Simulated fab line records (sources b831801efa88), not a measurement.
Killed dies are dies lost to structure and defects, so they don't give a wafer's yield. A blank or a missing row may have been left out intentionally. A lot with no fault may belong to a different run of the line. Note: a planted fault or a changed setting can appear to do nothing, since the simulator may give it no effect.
Which tool did it?    flow gf180mcu    Sampling: 12 lots, 36 wafers, 2 of 602 route steps

## WHAT THE GAUGES READ, wafer by wafer
GF_V3_OVL_MEAS_15. Usual: V3_OVL gives -3 nm (standard deviation 4.8).
lot   measured      on          V3_OVL (nm)  flag
L611  day 22 04:58  overlay-02  1 -2 1       
L612  day 22 12:55  overlay-01  -9 4 -11     
L613  day 22 23:40  overlay-02  -9 -6 -9     
L614  day 23 06:38  overlay-01  9 -5 1       
L618  day 24 21:15  overlay-01  -7 0 -2      
L626  day 27 19:11  overlay-01  -6 -7 -7     
L628  day 28 11:30  overlay-02  -3 7 -5      
L629  day 28 17:24  overlay-02  -6 -6 -4     
L630  day 28 22:59  overlay-02  -6 -7 0      
L632  day 29 10:57  overlay-01  -3 -5 -9     
L631  day 29 11:35  overlay-02  1 1 -3       
L633  day 29 15:30  overlay-02  -3 -6 -4     

## TOOL THAT RAN EACH LOT (tool first, then ch and the chambers of the sampled wafers, then the start)
lot   GF_M3_METAL_ETCH_16
L611  rie metal-02 ch 0,1, day 21 04:00
L612  rie metal-03 ch 0,1, day 21 12:08
L613  rie metal-03 ch 0,1, day 21 23:06
L614  rie metal-02 ch 0,1, day 22 06:15
L618  rie metal-03 ch 0,1, day 23 21:52
L626  rie metal-04 ch 0,1, day 26 21:19
L628  rie metal-02 ch 0,1, day 27 14:16
L629  rie metal-02 ch 1, day 27 20:35
L630  rie metal-03 ch 0, day 28 02:36
L632  rie metal-02 ch 0,1, day 28 14:42
L631  rie metal-03 ch 0,1, day 28 15:03
L633  rie metal-02 ch 0,1, day 28 19:01
- GF_M3_METAL_ETCH_16: etches the open film in Cl2/BCl3, stops on SiO2, target depth 750.8 nm, time 125.1 s.

## AS READ BY THE TOOLS THEMSELVES (means over the sampled wafers that have a number; for cases with no such wafer, the mark the record gives instead)
GF_M3_METAL_ETCH_16. Usual: drypump motor current A 5.6 A, standard deviation 0.34; mfc cl2 sccm 80.04 sccm, standard deviation 0.24; oes product au 0.990 a.u., standard deviation 0.0051; throttle valve pct 28.228 %, standard deviation 0.0087.
lot   tool          drypump motor current A (A)  mfc cl2 sccm (sccm)  oes product au (a.u.)  throttle valve pct (%)  flag
L611  rie metal-02  5.8                          80.14                0.987                  28.228                  
L612  rie metal-03  5.0                          80.14                0.992                  28.228                  
L613  rie metal-03  5.0                          80.17                0.992                  28.228                  
L614  rie metal-02  5.7                          79.76                0.995                  28.227                  
L618  rie metal-03  5.1                          80.30                0.992                  28.216                  
L626  rie metal-04  5.8                          80.18                0.990                  28.224                  
L628  rie metal-02  5.9                          80.13                0.987                  28.227                  
L629  rie metal-02  5.6                          80.08                0.983                  28.228                  
L630  rie metal-03  5.4                          80.15                0.992                  28.227                  
L632  rie metal-02  5.7                          79.78                0.989                  28.235                  
L631  rie metal-03  5.2                          80.06                0.991                  28.230                  
L633  rie metal-02  5.9                          80.05                0.989                  28.227                  

## THE ANSWER, worked out from the rows above alone
Rule: a lot is off if the mean of its wafers that have a number lies more than 3 standard deviations from the usual mean. A lot without any number at a reading at which 4 lots or more have one is off too. Any other lot the step has rows for is counted as sound. The gauges are gone through in route order, then the tools' own readings, and for those a lot's mean is taken as printed above. At the first step where some lot is off, the reading lying furthest off is the one used; lots without a number count as furthest.
Across all readings shown, no lot is off: no conclusion can be drawn from this.

## WHAT WAS PUT IN BY THE SIMULATOR
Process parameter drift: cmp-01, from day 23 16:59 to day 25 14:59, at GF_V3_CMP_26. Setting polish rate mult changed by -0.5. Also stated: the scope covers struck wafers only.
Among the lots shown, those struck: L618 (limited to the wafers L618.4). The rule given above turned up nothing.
